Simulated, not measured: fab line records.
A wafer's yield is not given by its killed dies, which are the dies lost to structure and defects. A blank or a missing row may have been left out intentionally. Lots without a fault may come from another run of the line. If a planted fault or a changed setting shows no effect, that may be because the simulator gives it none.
Split-lot experiment -- flow gf180mcu -- 27 wafers read from 5 lots, route of 602 steps

## SPLIT DETAILS
At GF_STI_ETCH_14 (etches Si in HBr/Cl2/O2, target depth 360 nm, time 102.9 s), the setting timeS was moved away from the recipe's 102.9 s on 12 of the 27 wafers read, by -43.1% to +50.2%. The other wafers ran this setting at the recipe's value.

Split to reading: the file shows no intervening step.

## THE READING
oesProductAu, in a.u., at GF_STI_STRIP_15 (strips in O2/N2). On this fab line, fault-free wafers typically give 0.384 a.u. with a standard deviation of 0.0047 a.u.

wafer,"tool, chamber at the split","timeS as run, s",against the recipe,"oesProductAu, a.u.",against lot-mates on the recipe
L075.1,"rieSi-02, 2",123.7,+20.2%,0.372,-0.014
L075.2,"rieSi-02, 3",102.9,recipe,0.385,-
L075.3,"rieSi-02, 0",123.7,+20.2%,0.374,-0.012
L075.4,"rieSi-02, 1",123.7,+20.2%,0.377,-0.009
L075.5,"rieSi-02, 0",102.9,recipe,0.389,-
L075.6,"rieSi-02, 3",102.9,recipe,0.385,-
L077.1,"rieSi-01, 2",102.9,recipe,0.383,-
L077.2,"rieSi-01, 1",102.9,recipe,0.389,-
L077.3,"rieSi-01, 3",154.6,+50.2%,0.364,-0.022
L077.4,"rieSi-01, 0",154.6,+50.2%,0.360,-0.026
L077.5,"rieSi-01, 0",154.6,+50.2%,0.361,-0.025
L077.6,"rieSi-01, 3",102.9,recipe,0.385,-
L078.1,"rieSi-01, 1",102.9,recipe,0.382,-
L078.4,"rieSi-01, 3",102.9,recipe,0.384,-
L078.6,"rieSi-01, 1",102.9,recipe,0.387,-
L080.1,"rieSi-02, 2",102.9,recipe,0.392,-
L080.2,"rieSi-02, 1",124.2,+20.7%,0.370,-0.017
L080.3,"rieSi-02, 3",102.9,recipe,0.385,-
L080.4,"rieSi-02, 0",124.2,+20.7%,0.367,-0.020
L080.5,"rieSi-02, 0",102.9,recipe,0.384,-
L080.6,"rieSi-02, 3",124.2,+20.7%,0.378,-0.009
L085.1,"rieSi-01, 1",102.9,recipe,0.382,-
L085.2,"rieSi-01, 2",58.51,-43.1%,0.409,+0.022
L085.3,"rieSi-01, 3",58.51,-43.1%,0.406,+0.019
L085.4,"rieSi-01, 0",102.9,recipe,0.382,-
L085.5,"rieSi-01, 3",102.9,recipe,0.398,-
L085.6,"rieSi-01, 0",58.51,-43.1%,0.401,+0.014

THE FIT
A straight line over all 27 wafers: oesProductAu changes by -0.000489 a.u. for each +1% of timeS; r = -0.94; the points scatter about the line by 0.0042 a.u.
The same after taking each lot's own level away (the mean of its wafers on the recipe; 27 wafers): -0.000476 a.u. for each +1%; r = -0.94; scatter 0.0043 a.u.
Per that fit: largest timeS move, reading shift of 0.024 a.u.
Measured against the standard deviation above, the lots' own levels, which go from 0.3843 to 0.3873 a.u., span 0.6 times it.
Hence the lot-to-lot level has little effect on the slope; both slopes agree.
Check: -0.0258 a.u. against its lot-mates is what the line predicts for one of the wafers moved furthest among these (+50.2%) when that wafer is left out of the fit. Against them it came out at -0.0217 a.u.

## ADDITIONAL SPLITS CARRIED BY THESE WAFERS
Note: prior to the reading, these wafers also went through further splits. Each is held against what the fit with the lots' levels taken away leaves over:
other split on the same wafers,wafers away from the commonest value,r with oesProductAu (lot level and that fit taken away)
GF_STI_OXIDATION_01 oxTimeS,21,+0.16

## THE WHOLE CHAIN: every reading that the file lists as answering this split, in the file's order
step,what it does,reading,change (the file's fit),r (the file's)
GF_STI_ETCH_14,"etches Si in HBr/Cl2/O2, target depth 360 nm, time 102.9 s","STI.featureDepthNm (the simulator's own value, which no gauge read)",+3.53 nm for each +1% of the setting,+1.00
GF_STI_ETCH_14,"etches Si in HBr/Cl2/O2, target depth 360 nm, time 102.9 s","KrF_of_STI_COAT_07.thkNm (the simulator's own value, which no gauge read)",-1.17 nm for each +1% of the setting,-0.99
GF_STI_STRIP_15,strips in O2/N2,oesProductAu,-0.000488 a.u. for each +1% of the setting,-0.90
GF_STI_STRIP_15,strips in O2/N2,stripTimeToEndpointS,withheld for each +1% of the setting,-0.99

## FILE'S OWN FIT
oesProductAu changes by -0.000488 a.u. for each +1% of timeS, r = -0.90.
